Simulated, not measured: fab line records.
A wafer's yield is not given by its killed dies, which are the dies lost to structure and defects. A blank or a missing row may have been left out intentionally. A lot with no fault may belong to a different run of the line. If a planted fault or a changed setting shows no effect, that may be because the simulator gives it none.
fab line records -- flow sky130
record lots=12, wafers=36, last_day=50
route steps=708 shown METAL3@536 CAPM@551 PAD_OPEN@708
lots untouched by any fault: they come from a run of this same line in which no faults occurred
start_h: the number of hours between the record's first day and the start of the first shown wafer of the lot -- wait_h: hours from the lot's prior step to this one -- " as in the row above -- L1.1+2: one row covering several wafers at once -- - no value present, or no start provided -- * or withheld: withheld -- < > ~ a bound
route shown NAME@n: a module of which the file shows steps, and the number in the route of the first -- usual: average and standard deviation across the fault-free wafers -- same: alike in all rows -- chamber/n: place in a boat -- sites: each site's reading -- _std_site: how widely they spread, as a standard deviation -- _edge_site: inner sites' mean taken away from outer sites' mean -- radius_mm: how far each site lies from the wafer's centre -- mask NAME#n: copy n -- behind: the tool/chamber that last shaped the wafer -- hold: the reason the lot was held/the length of the hold in hours/how it ended -- device: the n, p or np transistor that did not switch -- end of line: the tests these same wafers got at the end of their route -- step lacking rows: just its recipe -- killed: dies lost to structure and defects at the first sort, not the wafer's yield -- map: the dies of a wafer, with x for killed, . for not killed, _ for no die there
set.NAME: the setting the step ran with; set.NAME@STEP: the setting that earlier step ran with -- model.NAME: the simulator's own value behind a step, which no gauge read
route steps across a sampled set of lots; one table per step, one row per wafer
services: the hour from which a tool's chamber was out of use, counted from the record's first day as start_h (under 0 if before that day), plus the number of hours and why
## steps
# step SKY_METAL3_SPUTTER_04
# recipe material=TiN, target_thk_nm=70, power_w=6500, time_s=58.3, chamber_pressure_pa=0.4
# usual throttle_valve_pct=29.7/1.1
lot.wafer,tool,chamber,start_h,wait_h,throttle_valve_pct
L136.2,pvd_sputter-03,-,856.84,0.0,27.6
L136.4,pvd_sputter-03,-,856.84,0.0,29.4
L136.6,pvd_sputter-03,-,856.84,0.0,28.6
L137.1,pvd_sputter-04,-,863.03,0.0,28.9
L137.3,pvd_sputter-04,-,863.03,0.0,31.1
L137.5,pvd_sputter-04,-,863.03,0.0,31.1
L144.3,pvd_sputter-01,-,918.72,0.0,29.1
L144.5,pvd_sputter-01,-,918.72,0.0,29.3
L144.6,pvd_sputter-01,-,918.72,0.0,31.8
L145.1,pvd_sputter-04,-,929.93,0.0,31.0
L145.5,pvd_sputter-04,-,929.93,0.0,30.4
L145.6,pvd_sputter-04,-,929.93,0.0,29.6
L146.1,pvd_sputter-03,-,936.47,0.0,30.0
L146.3,pvd_sputter-03,-,936.47,0.0,28.7
L146.4,pvd_sputter-03,-,936.47,0.0,29.4
L151.1,pvd_sputter-04,-,961.16,0.0,30.7
L151.3,pvd_sputter-04,-,961.16,0.0,30.5
L151.5,pvd_sputter-04,-,961.16,0.0,31.0
L152.2,pvd_sputter-03,-,969.28,0.0,29.8
L152.3,pvd_sputter-03,-,969.28,0.0,29.3
L152.4,pvd_sputter-03,-,969.28,0.0,28.8
L153.1,pvd_sputter-04,-,978.49,0.0,30.6
L153.5,pvd_sputter-04,-,978.49,0.0,28.9
L153.6,pvd_sputter-04,-,978.49,0.0,30.0
L154.2,pvd_sputter-03,-,981.32,0.0,29.1
L154.3,pvd_sputter-03,-,981.32,0.0,28.4
L154.5,pvd_sputter-03,-,981.32,0.0,28.9
L155.4,pvd_sputter-03,-,991.79,0.0,28.5
L155.5,pvd_sputter-03,-,991.79,0.0,27.9
L155.6,pvd_sputter-03,-,991.79,0.0,29.7
L157.2,pvd_sputter-04,-,1006.09,0.0,30.5
L157.4,pvd_sputter-04,-,1006.09,0.0,31.0
L157.5,pvd_sputter-04,-,1006.09,0.0,29.7
L159.1,pvd_sputter-04,-,1015.28,0.0,30.5
L159.4,pvd_sputter-04,-,1015.28,0.0,28.9
L159.6,pvd_sputter-04,-,1015.28,0.0,30.6
# step SKY_CAPM_STRIP_14
# recipe chemistry=O2/N2, power_w=1400, pressure_mtorr=1500, platen_temp_c=withheld, o2_flow_sccm=3000, n2_flow_sccm=300, overash_fraction=0.5
# usual drypump_motor_current_A=5.8/0.48, oes_product_au=0.711/0.0044, strip_time_to_endpoint_s=12.63/0.045
lot.wafer,tool,chamber,start_h,wait_h,drypump_motor_current_A,oes_product_au,rf_hours_counter_h,strip_time_to_endpoint_s
L136.2,plasma_asher-04,1,883.66,0.1,5.7,0.703,100,12.64
L136.4,plasma_asher-04,1,883.66,0.1,5.7,0.714,-,12.59
L136.6,plasma_asher-04,0,883.66,0.1,5.1,0.714,-,12.56
L137.1,plasma_asher-01,1,889.26,0.1,5.4,0.705,79,12.57
L137.3,plasma_asher-01,0,889.26,0.1,5.5,0.719,-,12.62
L137.5,plasma_asher-01,1,889.26,0.1,5.4,0.712,-,12.58
L144.3,plasma_asher-02,0,944.02,0.1,6.3,0.709,-,12.67
L144.5,plasma_asher-02,0,944.02,0.1,6.3,0.713,-,12.65
L144.6,plasma_asher-02,1,944.02,0.1,6.5,0.704,-,12.65
L145.1,plasma_asher-04,1,955.36,0.1,5.7,0.709,107,12.56
L145.5,plasma_asher-04,0,955.36,0.1,5.1,0.711,-,12.58
L145.6,plasma_asher-04,1,955.36,0.1,5.7,0.706,-,12.57
L146.1,plasma_asher-04,1,960.76,0.1,5.7,0.709,107,12.63
L146.3,plasma_asher-04,1,960.76,0.1,5.7,0.709,-,12.63
L146.4,plasma_asher-04,0,960.76,0.1,5.1,0.710,-,12.66
L151.1,plasma_asher-01,1,985.56,0.1,5.4,0.713,89,12.55
L151.3,plasma_asher-01,0,985.56,0.1,5.5,0.714,-,12.64
L151.5,plasma_asher-01,0,985.56,0.1,5.5,0.713,-,12.61
L152.2,plasma_asher-01,1,993.66,0.1,5.4,0.709,90,12.69
L152.3,plasma_asher-01,0,993.66,0.1,5.5,0.701,-,12.66
L152.4,plasma_asher-01,1,993.66,0.1,5.5,0.710,-,12.62
L153.1,plasma_asher-01,1,1002.71,0.1,5.4,0.721,91,12.64
L153.5,plasma_asher-01,0,1002.71,0.1,5.5,0.707,-,12.64
L153.6,plasma_asher-01,1,1002.71,0.1,5.5,0.707,-,12.60
L154.2,plasma_asher-04,0,1005.46,0.1,5.1,0.703,112,12.69
L154.3,plasma_asher-04,0,1005.46,0.1,5.1,0.717,-,12.67
L154.5,plasma_asher-04,1,1005.46,0.1,5.6,0.715,-,12.72
L155.4,plasma_asher-02,1,1015.29,0.1,6.5,0.711,-,12.57
L155.5,plasma_asher-02,1,1015.29,0.1,6.5,0.708,-,12.62
L155.6,plasma_asher-02,0,1015.29,0.1,6.3,0.710,-,12.62
L157.2,plasma_asher-02,0,1029.11,0.1,6.3,0.707,28,12.63
L157.4,plasma_asher-02,0,1029.11,0.1,6.3,0.712,-,12.75
L157.5,plasma_asher-02,0,1029.11,0.1,6.2,0.711,-,12.65
L159.1,plasma_asher-04,1,1038.16,0.1,5.7,0.702,115,12.61
L159.4,plasma_asher-04,1,1038.16,0.1,5.7,0.709,-,12.59
L159.6,plasma_asher-04,1,1038.16,0.1,5.7,0.716,-,12.58
# step SKY_METAL3_OVL_MEAS_14
# usual METAL3_OVL=0/5.7
lot.wafer,tool,chamber,start_h,wait_h,METAL3_OVL[nm]
L136.2,overlay-02,-,909.92,0.1,-7
L136.4,overlay-02,-,909.92,0.1,-3
L136.6,overlay-02,-,909.92,0.1,-4
L137.1,overlay-02,-,915.28,0.1,-8
L137.3,overlay-02,-,915.28,0.1,-7
L137.5,overlay-02,-,915.28,0.1,-5
L144.3,overlay-02,-,969.53,0.1,-13
L144.5,overlay-02,-,969.53,0.1,-11
L144.6,overlay-02,-,969.53,0.1,-8
L145.1,overlay-02,-,980.16,0.1,3
L145.5,overlay-02,-,980.16,0.1,5
L145.6,overlay-02,-,980.16,0.1,1
L146.1,overlay-01,-,985.26,0.1,-3
L146.3,overlay-01,-,985.26,0.1,-1
L146.4,overlay-01,-,985.26,0.1,3
L151.1,overlay-01,-,1008.98,0.1,5
L151.3,overlay-01,-,1008.98,0.1,7
L151.5,overlay-01,-,1008.98,0.1,6
L152.2,overlay-02,-,1017.07,0.1,2
L152.3,overlay-02,-,1017.07,0.1,9
L152.4,overlay-02,-,1017.07,0.1,7
L153.1,overlay-02,-,1025.86,0.1,3
L153.5,overlay-02,-,1025.86,0.1,-7
L153.6,overlay-02,-,1025.86,0.1,1
L154.2,overlay-01,-,1029.47,0.1,8
L154.3,overlay-01,-,1029.47,0.1,12
L154.5,overlay-01,-,1029.47,0.1,8
L155.4,overlay-01,-,1038.58,0.1,2
L155.5,overlay-01,-,1038.58,0.1,2
L155.6,overlay-01,-,1038.58,0.1,-3
L157.2,overlay-01,-,1052.12,0.1,-4
L157.4,overlay-01,-,1052.12,0.1,-2
L157.5,overlay-01,-,1052.12,0.1,-4
L159.1,overlay-01,-,1060.93,0.1,6
L159.4,overlay-01,-,1060.93,0.1,0
L159.6,overlay-01,-,1060.93,0.1,-3
# step SKY_METAL3_ETCH_17
# recipe target=SiO2, stop_on=TiN, chemistry=C4F8/O2/Ar, source_w=1500, bias_w=1200, pressure_mtorr=40, c4f8_flow_sccm=withheld, O2_flow_sccm=6, Ar_flow_sccm=300, time_s=3.9, target_depth_a=150
# usual bias_w=1200/3.2, chamber_pressure_mTorr=40.01/0.038, oes_product_au=0.753/0.0063
lot.wafer,tool,chamber,start_h,wait_h,bias_w,chamber_pressure_mTorr,oes_product_au,rf_hours_counter_h
L136.2,rie_diel-02,2,910.08,0.1,1198,40.03,0.755,2
L136.4,rie_diel-02,3,910.08,0.1,1197,39.99,0.754,20
L136.6,rie_diel-02,0,910.08,0.1,1197,40.07,0.752,-
L137.1,rie_diel-02,1,915.44,0.1,1199,40.08,0.748,7
L137.3,rie_diel-02,2,915.44,0.1,1199,39.99,0.745,2
L137.5,rie_diel-02,2,915.44,0.1,1199,40.05,0.769,-
L144.3,rie_diel-02,3,969.68,0.0,-,-,-,-
L144.5,rie_diel-02,2,969.68,0.0,-,-,-,-
L144.6,rie_diel-02,1,969.68,0.0,-,-,-,-
L145.1,rie_diel-03,2,980.33,0.1,-,-,-,-
L145.5,rie_diel-03,1,980.33,0.1,-,-,-,-
L145.6,rie_diel-03,2,980.33,0.1,-,-,-,-
L146.1,rie_diel-02,2,985.43,0.1,-,-,-,-
L146.3,rie_diel-02,1,985.43,0.1,-,-,-,-
L146.4,rie_diel-02,3,985.43,0.1,-,-,-,-
L151.1,rie_diel-02,2,1009.14,0.1,1200,39.95,0.754,5
L151.3,rie_diel-02,3,1009.14,0.1,1203,39.99,0.762,23
L151.5,rie_diel-02,1,1009.14,0.1,1198,39.95,0.747,-
L152.2,rie_diel-03,0,1017.23,0.1,1199,39.97,0.751,16
L152.3,rie_diel-03,1,1017.23,0.1,1199,40.01,0.751,23
L152.4,rie_diel-03,3,1017.23,0.1,1194,39.97,0.754,5
L153.1,rie_diel-04,2,1026.03,0.1,1205,40.01,0.745,3
L153.5,rie_diel-04,0,1026.03,0.1,1201,40.04,0.746,-
L153.6,rie_diel-04,3,1026.03,0.1,1196,40.01,0.760,-
L154.2,rie_diel-02,1,1029.76,0.1,1197,40.02,0.752,10
L154.3,rie_diel-02,2,1029.76,0.1,1201,40.00,0.748,6
L154.5,rie_diel-02,1,1029.76,0.1,1205,40.01,0.765,-
L155.4,rie_diel-02,1,1038.73,0.0,1197,39.99,0.763,10
L155.5,rie_diel-02,2,1038.73,0.0,1205,39.94,0.757,-
L155.6,rie_diel-02,1,1038.73,0.0,1200,40.04,0.746,-
L157.2,rie_diel-02,1,1052.28,0.1,1197,40.01,0.759,11
L157.4,rie_diel-02,0,1052.28,0.1,1202,40.01,0.749,28
L157.5,rie_diel-02,1,1052.28,0.1,1198,40.03,0.765,-
L159.1,rie_diel-03,2,1061.10,0.1,1198,39.95,0.754,17
L159.4,rie_diel-03,3,1061.10,0.1,1201,40.03,0.747,7
L159.6,rie_diel-03,0,1061.10,0.1,1199,39.97,0.744,-
# step SKY_PAD_OPEN_PROBE_99
# usual defect_limited_yield=82.3/2.1, killed_at_M0_to_M3=45/6.9, killed_at_M4_up=3.1/1.7, killed_at_contacts=24/5.7, killed_at_front_end=15/4.6, killed_at_other=0.3/0.57, killed_dies=87/10, killed_on_rim=17/3.9, killed_open=48/7.4, killed_short=39/6.7, sort_bin_3_pad_short=0.9/0.41, sort_bin_5_function=10.4/1.5, sort_bin_6_memory=6.4/1.1, sort_n_pass=405/10, sort_yield_pct=82.3/2.1
# same gross_dies=492, killed_at_back_side=0, sort_bin_4_leakage[%]=0, sort_bin_8_speed[%]=0
lot.wafer,tool,chamber,start_h,wait_h,defect_limited_yield[%],killed_at_M0_to_M3,killed_at_M4_up,killed_at_contacts,killed_at_front_end,killed_at_other,killed_dies,killed_on_rim,killed_open,killed_short,sort_bin_3_pad_short[%],sort_bin_5_function[%],sort_bin_6_memory[%],sort_n_pass,sort_yield_pct[%]
L136.2,prober-02,-,1084.46,0.1,81.9,46,4,25,14,0,89,21,44,45,0.6,9.6,7.9,403,81.9
L136.4,prober-02,-,1084.56,0.2,81.7,51,3,22,13,1,90,16,56,34,1.0,9.8,7.5,402,81.7
L136.6,prober-02,-,1084.66,0.2,81.9,48,4,24,13,0,89,16,56,33,0.2,11.4,6.5,403,81.9
L137.1,prober-01,-,1088.58,0.1,77.8,48,8,38,15,0,109,16,57,52,1.2,12.0,8.9,383,77.8
L137.3,prober-01,-,1088.68,0.2,79.7,50,7,25,18,0,100,18,48,52,1.0,12.6,6.7,392,79.7
L137.5,prober-01,-,1088.78,0.2,81.3,43,4,28,15,2,92,18,52,40,0.6,11.0,7.1,400,81.3
L144.3,prober-01,-,1134.17,0.2,0,436,4,37,15,0,492,96,52,44,1.2,92.5,6.3,0,0
L144.5,prober-01,-,1134.27,0.2,0,449,6,18,18,1,492,96,33,43,1.2,93.7,5.1,0,0
L144.6,prober-01,-,1134.32,0.2,0,448,3,26,14,1,492,96,39,40,0.8,92.5,6.7,0,0
L145.1,prober-02,-,1139.85,0.1,0,455,4,25,8,0,492,96,46,32,1.2,92.7,6.1,0,0
L145.5,prober-02,-,1140.05,0.2,0,447,5,25,15,0,492,96,44,35,0.6,91.7,7.7,0,0
L145.6,prober-02,-,1140.10,0.2,0,453,2,20,17,0,492,96,48,39,1.8,91.7,6.5,0,0
L146.1,prober-01,-,1144.92,0.1,0,456,7,21,6,2,492,96,45,39,0.8,92.9,6.3,0,0
L146.3,prober-01,-,1145.02,0.2,0,459,0,22,11,0,492,96,40,37,0.4,92.9,6.7,0,0
L146.4,prober-01,-,1145.07,0.2,0,454,0,25,13,0,492,96,43,28,0.2,94.9,4.9,0,0
L151.1,prober-02,-,1164.06,0.1,80.7,43,2,36,14,0,95,10,57,38,0.6,11.6,7.1,397,80.7
L151.3,prober-02,-,1164.16,0.2,83.5,38,3,25,13,2,81,16,45,36,1.6,9.8,5.1,411,83.5
L151.5,prober-02,-,1164.26,0.2,81.3,48,2,24,18,0,92,20,56,36,1.4,10.0,7.3,400,81.3
L152.2,prober-01,-,1169.36,0.1,80.7,52,0,23,20,0,95,15,53,42,1.0,12.0,6.3,397,80.7
L152.3,prober-01,-,1169.41,0.2,79.3,42,1,38,21,0,102,23,57,45,1.6,11.8,7.3,390,79.3
L152.4,prober-01,-,1169.46,0.2,82.9,39,2,23,20,0,84,11,43,41,0.8,9.8,6.5,408,82.9
L153.1,prober-02,-,1177.57,0.1,79.9,48,5,30,16,0,99,20,48,51,1.0,13.6,5.5,393,79.9
L153.5,prober-02,-,1177.77,0.2,80.5,51,2,27,15,1,96,17,56,40,0.6,10.4,8.5,396,80.5
L153.6,prober-02,-,1177.82,0.2,80.1,59,3,22,14,0,98,20,47,51,1.2,10.6,8.1,394,80.1
L154.2,prober-01,-,1180.57,0.1,81.5,38,4,26,22,1,91,14,47,44,0.6,10.6,7.3,401,81.5
L154.3,prober-01,-,1180.62,0.2,81.5,44,5,22,20,0,91,17,47,44,0.4,11.2,6.9,401,81.5
L154.5,prober-01,-,1180.72,0.2,80.3,46,4,25,22,0,97,20,54,43,1.0,10.6,8.1,395,80.3
L155.4,prober-02,-,1187.22,0.2,85.6,41,1,27,2,0,71,13,41,30,0.6,7.9,5.9,421,85.6
L155.5,prober-02,-,1187.27,0.2,82.1,40,2,32,14,0,88,14,48,40,0.8,10.6,6.5,404,82.1
L155.6,prober-02,-,1187.32,0.2,81.3,42,3,30,16,1,92,18,53,39,1.4,10.8,6.5,400,81.3
L157.2,prober-02,-,1196.07,0.1,80.3,45,5,27,18,2,97,18,54,43,1.0,11.2,7.5,395,80.3
L157.4,prober-02,-,1196.17,0.2,83.5,45,4,22,10,0,81,19,45,36,1.0,10.2,5.3,411,83.5
L157.5,prober-02,-,1196.22,0.2,85.0,38,1,17,18,0,74,16,39,35,0.6,10.0,4.5,418,85.0
L159.1,prober-02,-,1201.76,0.1,84.1,36,5,20,17,0,78,18,39,39,0.4,7.5,7.9,414,84.1
L159.4,prober-02,-,1201.91,0.2,85.4,43,0,16,12,1,72,10,37,35,0.4,8.5,5.7,420,85.4
L159.6,prober-02,-,1202.01,0.2,84.8,36,1,24,12,2,75,15,38,37,0.8,8.1,6.3,417,84.8
# killed by level:class
L136.2 CONTACT:geometric_particle:short=11 CONTACT:geometric_particle:open=9 VIA1:geometric_particle:open=8 VIA2:geometric_particle:open=8 VIA3:geometric_particle:open=7 VIA1:geometric_particle:short=6 POLY_GATE:geometric_particle:short=5 METAL1:geometric_particle:short=5
L136.4 VIA1:geometric_particle:open=14 CONTACT:geometric_particle:open=10 VIA3:geometric_particle:open=8 VIA2:geometric_particle:open=7 FIELD_ISO:geometric_particle:open=6 LI_CONTACT:geometric_particle:open=6 METAL1:geometric_particle:short=6 FIELD_ISO:geometric_particle:short=4
L136.6 VIA1:geometric_particle:open=12 VIA3:geometric_particle:open=11 CONTACT:geometric_particle:open=10 FIELD_ISO:geometric_particle:open=7 VIA3:geometric_particle:short=6 METAL2:geometric_particle:short=5 LI_CONTACT:geometric_particle:open=5 CONTACT:geometric_particle:short=5
L137.1 VIA1:geometric_particle:open=16 LI_CONTACT:geometric_particle:open=12 CONTACT:geometric_particle:open=11 METAL1:geometric_particle:short=11 VIA3:geometric_particle:open=6 CONTACT:geometric_particle:short=6 METAL4:geometric_particle:short=6 LOCAL_INTERCONNECT:geometric_particle:short=5
L137.3 CONTACT:geometric_particle:open=11 FIELD_ISO:geometric_particle:short=10 VIA1:geometric_particle:open=9 METAL1:geometric_particle:short=7 METAL2:geometric_particle:short=7 LI_CONTACT:geometric_particle:open=4 METAL4:geometric_particle:open=4 VIA1:geometric_particle:short=4
L137.5 CONTACT:geometric_particle:open=12 VIA1:geometric_particle:open=11 VIA3:geometric_particle:open=10 CONTACT:geometric_particle:short=8 METAL1:geometric_particle:short=7 FIELD_ISO:geometric_particle:open=3 LI_CONTACT:geometric_particle:open=3 FIELD_ISO:geometric_particle:short=3
L144.3 METAL3:area_etch=396 CONTACT:geometric_particle:open=15 METAL2:geometric_particle:short=9 LI_CONTACT:geometric_particle:open=8 CONTACT:geometric_particle:short=6 VIA2:geometric_particle:open=6 FIELD_ISO:geometric_particle:open=5 METAL1:geometric_particle:short=5
L144.5 METAL3:area_etch=416 CONTACT:geometric_particle:open=7 METAL1:geometric_particle:short=7 VIA1:geometric_particle:open=5 METAL4:geometric_particle:short=5 FIELD_ISO:geometric_particle:short=4 FIELD_ISO:geometric_particle:open=4 VIA2:geometric_particle:open=4
L144.6 METAL3:area_etch=413 LI_CONTACT:geometric_particle:open=9 METAL1:geometric_particle:short=7 CONTACT:geometric_particle:open=6 VIA1:geometric_particle:open=6 FIELD_ISO:geometric_particle:open=5 LI_CONTACT:geometric_particle:short=4 CONTACT:geometric_particle:short=4
L145.1 METAL3:area_etch=414 VIA1:geometric_particle:open=13 CONTACT:geometric_particle:open=8 CONTACT:geometric_particle:short=6 VIA1:geometric_particle:short=6 METAL2:geometric_particle:short=6 VIA2:geometric_particle:open=6 LI_CONTACT:geometric_particle:open=5
L145.5 METAL3:area_etch=413 FIELD_ISO:geometric_particle:open=7 LI_CONTACT:geometric_particle:open=7 VIA1:geometric_particle:open=6 CONTACT:geometric_particle:open=6 METAL2:geometric_particle:short=6 VIA1:geometric_particle:short=5 VIA2:geometric_particle:open=5
L145.6 METAL3:area_etch=405 VIA1:geometric_particle:open=11 METAL1:geometric_particle:short=7 VIA3:geometric_particle:open=7 LI_CONTACT:geometric_particle:open=6 CONTACT:geometric_particle:open=6 FIELD_ISO:geometric_particle:short=5 FIELD_ISO:geometric_particle:open=5
L146.1 METAL3:area_etch=408 METAL2:geometric_particle:short=10 VIA1:geometric_particle:open=7 VIA3:geometric_particle:open=7 LI_CONTACT:geometric_particle:open=6 CONTACT:geometric_particle:open=6 METAL4:geometric_particle:short=6 METAL3:geometric_particle:short=5
L146.3 METAL3:area_etch=415 VIA1:geometric_particle:open=9 LI_CONTACT:geometric_particle:open=8 VIA2:geometric_particle:open=8 LOCAL_INTERCONNECT:geometric_particle:short=6 METAL1:geometric_particle:short=6 VIA3:geometric_particle:open=6 POLY_GATE:geometric_particle:short=5
L146.4 METAL3:area_etch=421 CONTACT:geometric_particle:open=12 LI_CONTACT:geometric_particle:open=6 METAL1:geometric_particle:short=6 VIA1:geometric_particle:open=6 LI_CONTACT:geometric_particle:short=4 VIA2:geometric_particle:short=4 VIA3:geometric_particle:open=4
L151.1 LI_CONTACT:geometric_particle:open=11 VIA1:geometric_particle:open=10 CONTACT:geometric_particle:open=10 VIA3:geometric_particle:open=7 VIA2:geometric_particle:open=7 FIELD_ISO:geometric_particle:short=5 METAL3:geometric_particle:short=5 LOCAL_INTERCONNECT:geometric_particle:open=5
L151.3 LI_CONTACT:geometric_particle:open=10 VIA1:geometric_particle:open=10 CONTACT:geometric_particle:open=6 VIA1:geometric_particle:short=6 VIA2:geometric_particle:open=5 FIELD_ISO:geometric_particle:open=4 LI_CONTACT:geometric_particle:short=4 LOCAL_INTERCONNECT:geometric_particle:short=4
L151.5 CONTACT:geometric_particle:open=12 VIA1:geometric_particle:open=12 VIA2:geometric_particle:open=8 LI_CONTACT:geometric_particle:open=6 METAL2:geometric_particle:short=6 FIELD_ISO:geometric_particle:short=5 VIA1:geometric_particle:short=5 FIELD_ISO:geometric_particle:open=4
L152.2 VIA1:geometric_particle:open=15 CONTACT:geometric_particle:open=9 VIA3:geometric_particle:open=8 POLY_GATE:geometric_particle:open=7 FIELD_ISO:geometric_particle:short=6 CONTACT:geometric_particle:short=6 METAL2:geometric_particle:short=5 VIA2:geometric_particle:open=5
L152.3 CONTACT:geometric_particle:open=14 CONTACT:geometric_particle:short=10 VIA1:geometric_particle:open=9 POLY_GATE:geometric_particle:open=7 METAL2:geometric_particle:short=7 VIA2:geometric_particle:open=7 LI_CONTACT:geometric_particle:open=6 LOCAL_INTERCONNECT:geometric_particle:short=6
L152.4 VIA3:geometric_particle:open=10 CONTACT:geometric_particle:open=8 LOCAL_INTERCONNECT:geometric_particle:short=6 METAL2:geometric_particle:short=6 VIA2:geometric_particle:open=6 FIELD_ISO:geometric_particle:open=5 POLY_GATE:geometric_particle:short=5 CONTACT:geometric_particle:short=5
L153.1 VIA1:geometric_particle:open=12 CONTACT:geometric_particle:open=8 LI_CONTACT:geometric_particle:open=6 LOCAL_INTERCONNECT:geometric_particle:short=6 METAL1:geometric_particle:short=6 POLY_GATE:geometric_particle:short=5 CONTACT:geometric_particle:short=5 VIA3:geometric_particle:open=5
L153.5 VIA1:geometric_particle:open=16 CONTACT:geometric_particle:open=13 LI_CONTACT:geometric_particle:open=9 METAL2:geometric_particle:short=7 VIA2:geometric_particle:open=5 VIA3:geometric_particle:open=5 FIELD_ISO:geometric_particle:open=4 POLY_GATE:geometric_particle:short=4
L153.6 VIA2:geometric_particle:open=12 METAL1:geometric_particle:short=11 CONTACT:geometric_particle:open=10 VIA1:geometric_particle:open=6 VIA3:geometric_particle:open=6 VIA3:geometric_particle:short=6 CONTACT:geometric_particle:short=5 METAL2:geometric_particle:short=5
L154.2 VIA3:geometric_particle:open=10 CONTACT:geometric_particle:open=8 VIA1:geometric_particle:open=7 CONTACT:geometric_particle:short=7 FIELD_ISO:geometric_particle:short=6 POLY_GATE:geometric_particle:open=5 FIELD_ISO:geometric_particle:open=4 POLY_GATE:geometric_particle:short=4
L154.3 VIA1:geometric_particle:open=11 CONTACT:geometric_particle:open=7 METAL1:geometric_particle:short=7 POLY_GATE:geometric_particle:short=6 POLY_GATE:geometric_particle:open=5 LOCAL_INTERCONNECT:geometric_particle:short=5 METAL2:geometric_particle:open=5 VIA3:geometric_particle:open=5
L154.5 VIA1:geometric_particle:open=15 CONTACT:geometric_particle:open=10 FIELD_ISO:geometric_particle:short=8 LI_CONTACT:geometric_particle:open=7 METAL2:geometric_particle:short=7 METAL1:geometric_particle:short=6 FIELD_ISO:geometric_particle:open=5 VIA3:geometric_particle:open=5
L155.4 LI_CONTACT:geometric_particle:open=12 CONTACT:geometric_particle:open=8 VIA2:geometric_particle:open=8 METAL2:geometric_particle:short=6 VIA1:geometric_particle:short=6 VIA1:geometric_particle:open=6 VIA3:geometric_particle:open=5 VIA3:geometric_particle:short=4
L155.5 CONTACT:geometric_particle:open=15 CONTACT:geometric_particle:short=9 VIA2:geometric_particle:open=9 VIA1:geometric_particle:open=7 LI_CONTACT:geometric_particle:open=6 METAL2:geometric_particle:short=6 POLY_GATE:geometric_particle:short=5 METAL1:geometric_particle:short=4
L155.6 VIA1:geometric_particle:open=10 CONTACT:geometric_particle:open=8 VIA2:geometric_particle:open=7 LI_CONTACT:geometric_particle:open=6 METAL2:geometric_particle:short=6 LI_CONTACT:geometric_particle:short=5 CONTACT:geometric_particle:short=5 VIA3:geometric_particle:open=5
L157.2 CONTACT:geometric_particle:open=9 VIA1:geometric_particle:open=9 METAL1:geometric_particle:short=9 VIA3:geometric_particle:open=9 LI_CONTACT:geometric_particle:open=7 VIA2:geometric_particle:open=6 POLY_GATE:geometric_particle:open=5 FIELD_ISO:geometric_particle:short=5
L157.4 VIA1:geometric_particle:open=11 CONTACT:geometric_particle:open=8 CONTACT:geometric_particle:short=7 METAL2:geometric_particle:short=6 VIA2:geometric_particle:open=6 VIA3:geometric_particle:open=6 POLY_GATE:geometric_particle:open=4 VIA1:geometric_particle:short=4
L157.5 FIELD_ISO:geometric_particle:short=9 METAL2:geometric_particle:short=8 VIA3:geometric_particle:open=8 CONTACT:geometric_particle:open=7 METAL1:geometric_particle:short=6 VIA1:geometric_particle:open=6 FIELD_ISO:geometric_particle:open=5 LI_CONTACT:geometric_particle:open=3
L159.1 VIA1:geometric_particle:open=8 METAL2:geometric_particle:short=8 LI_CONTACT:geometric_particle:open=7 CONTACT:geometric_particle:open=7 FIELD_ISO:geometric_particle:open=6 METAL1:geometric_particle:short=6 FIELD_ISO:geometric_particle:short=4 VIA1:geometric_particle:short=4
L159.4 METAL1:geometric_particle:short=7 VIA2:geometric_particle:open=7 LI_CONTACT:geometric_particle:open=6 VIA1:geometric_particle:short=6 CONTACT:geometric_particle:short=4 CONTACT:geometric_particle:open=4 METAL2:geometric_particle:short=4 VIA3:geometric_particle:short=4
L159.6 VIA1:geometric_particle:open=11 CONTACT:geometric_particle:open=8 LI_CONTACT:geometric_particle:open=7 FIELD_ISO:geometric_particle:short=4 LOCAL_INTERCONNECT:geometric_particle:short=4 METAL1:geometric_particle:short=4 VIA2:geometric_particle:open=4 METAL3:geometric_particle:short=4
## services
tool,chamber,start_h,hours,kind
rie_diel-03,-,834.61,1.2,repair
plasma_asher-04,-,843.59,2.9,repair
rie_diel-02,1,845.75,3.2,repair
plasma_asher-02,-,851.93,4.4,repair
rie_diel-03,0,866.18,6.6,repair
plasma_asher-02,-,878.65,6.3,repair
pvd_sputter-04,-,880.82,6.8,repair
plasma_asher-04,-,890.12,5.9,repair
pvd_sputter-04,-,901.89,15.8,repair
pvd_sputter-01,-,906.76,4.3,repair
rie_diel-04,0,925.82,8.5,repair
rie_diel-02,1,929.42,10.0,repair
pvd_sputter-03,-,962.46,3.5,repair
plasma_asher-01,-,973.34,0.6,repair
rie_diel-02,0,981.71,9.3,repair
pvd_sputter-01,-,990.27,3.0,repair
plasma_asher-02,-,1001.97,5.1,repair
rie_diel-04,1,1007.97,4.5,repair
pvd_sputter-03,-,1026.80,2.7,repair
rie_diel-03,-,1028.48,14.6,pm
rie_diel-04,2,1037.73,9.1,repair
rie_diel-04,1,1045.96,9.5,repair
pvd_sputter-01,-,1054.18,9.4,repair
plasma_asher-04,-,1055.25,9.0,pm
## key
first_sign step=SKY_METAL3_ETCH_17, reading=tool_record, direction=missing
effect step=SKY_PAD_OPEN_PROBE_99, reading=killed_at_M0_to_M3, direction=up, sigmas=59, usual=45, struck=451
more_kills_born_at SKY_METAL3_ETCH_17@rie_diel-02=2468, SKY_METAL3_ETCH_17@rie_diel-03=1232
met_at SKY_METAL3_ETCH_17
struck_lots L144,L145,L146
later_rows_left_out L144.3,L144.5,L144.6,L145.1,L145.5,L145.6,L146.1,L146.3,L146.4
not_acting_at SKY_METAL3_SPUTTER_04,SKY_CAPM_STRIP_14,SKY_METAL3_OVL_MEAS_14
onset_between 915.44 969.68
fault kind=skipped_step_whole, tool=rie_diel-02,rie_diel-03, chamber=-, onset_h=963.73, steps=SKY_METAL3_ETCH_17, scope=struck_lots_only
# later_rows_left_out: the simulator's readings of these wafers behind a module that went badly wrong aren't trusted and aren't shown, but for the sort
